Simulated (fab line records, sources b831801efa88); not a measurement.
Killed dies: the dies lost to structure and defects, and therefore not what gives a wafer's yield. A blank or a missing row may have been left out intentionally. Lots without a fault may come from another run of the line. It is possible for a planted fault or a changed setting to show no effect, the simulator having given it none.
A struck lot beside a sound one :: flow sky130 :: 15 out of 708 route steps
Sound: these wafers, L206.1, L206.4, L206.5. The struck wafers were L209.1, L209.2, L209.6. Last of all comes the cause.
Each step with rows lists, per side, the tool, then ch with its chambers, then its first start. Under that, the readings that differ: sound wafers :: struck wafers :: difference of the means :: sigmas: that difference in standard deviations of wafers without a fault.
alike: readings with means less than 2 such deviations apart, plus words and numbers identical on both sides. not compared: withheld readings, readings lacking a value on some wafer, bounds such as >300 that could conceal the same value, and numbers that have no deviation in the record and whose values overlap.
The two part at a step that has a row with sigmas, a row that says differs or no value, or rows on one side only. When numbers do not overlap yet have no deviation, they are printed without sigmas and do not part them. A reading missing from all wafers of one side parts the sides only when that side holds two or more wafers.

SKY_LDD_HVP_STRIP_09: strips in O2/N2.
  sound on plasma-asher-02 ch 0,1, day 21 11:33; struck on plasma-asher-02 ch 0,1, day 22 21:00
reading: oes-product-au (a.u.)
sound: 0.399 0.409 0.408
struck: 0.405 0.425 0.415
difference: +0.010
sigmas: +2
  alike: drypump-motor-current-A, strip-time-to-endpoint-s
  not compared: rf-hours-counter-h
SKY_LDD_HVP_TW_MEAS_10:
  struck on film-metro-02, day 22 21:07; sound on film-metro-04, day 21 11:39
  alike: LDD_HVP_TW
then, 7 steps without rows for these wafers: SKY_LDD_LDN_DEHYDRATE_00 (time 60 s); SKY_LDD_LDN_HMDS_01 (prime time 60 s); SKY_LDD_LDN_COAT_02 (resist thk 1140 nm); SKY_LDD_LDN_SOFTBAKE_03 (time 60 s); SKY_LDD_LDN_EXPOSE_04 (exposes mask LDNTM, target cd 700 nm); SKY_LDD_LDN_PEB_05; SKY_LDD_LDN_DEVELOP_06 (develop time 60 s).
SKY_LDD_LDN_OVL_MEAS_07:
  struck on overlay-02, day 24 02:56; sound on overlay-02, day 22 18:08
  alike: LDD_LDN_OVL
then, 2 steps without rows for these wafers: SKY_LDD_LDN_IMPLANT_08; SKY_LDD_LDN_IMPLANT_09.
SKY_LDD_LDN_IMPLANT_10:
  sound on implanter-03 ch 0, day 22 20:15; struck on implanter-04 ch 0, day 24 03:16
reading: beam-energy-keV
sound: 15.003 15.003 14.999
struck: 16.234 16.235 16.240
difference: +1.235
sigmas: +99 or more

reading: model.implant.rp-nm (nm)
sound: 12.87 12.87 12.87
struck: 13.58 13.58 13.58
difference: +0.71
sigmas: 

reading: model.implant.drp-nm (nm)
sound: 5.933 5.933 5.933
struck: 6.257 6.257 6.257
difference: +0.324
sigmas: 
  alike: end-station-pressure-torr, rotation-deg
then, 1 step without rows for these wafers: SKY_LDD_LDN_IMPLANT_11.
-- a jump in the record: the struck wafers' starts before and after are 22 days apart (it breaks off in module LDD_LDN and resumes in module PAD_OPEN, where the first step shown is number 708 of the route) --
SKY_PAD_OPEN_PROBE_99:
  rows exist in the record for the struck wafers here (prober-02, day 46 15:05), but not for the sound ones

WHERE THEY PART
At SKY_LDD_HVP_STRIP_09 first; at SKY_PAD_OPEN_PROBE_99 last (within this record only).

WHY: what the simulator had put in
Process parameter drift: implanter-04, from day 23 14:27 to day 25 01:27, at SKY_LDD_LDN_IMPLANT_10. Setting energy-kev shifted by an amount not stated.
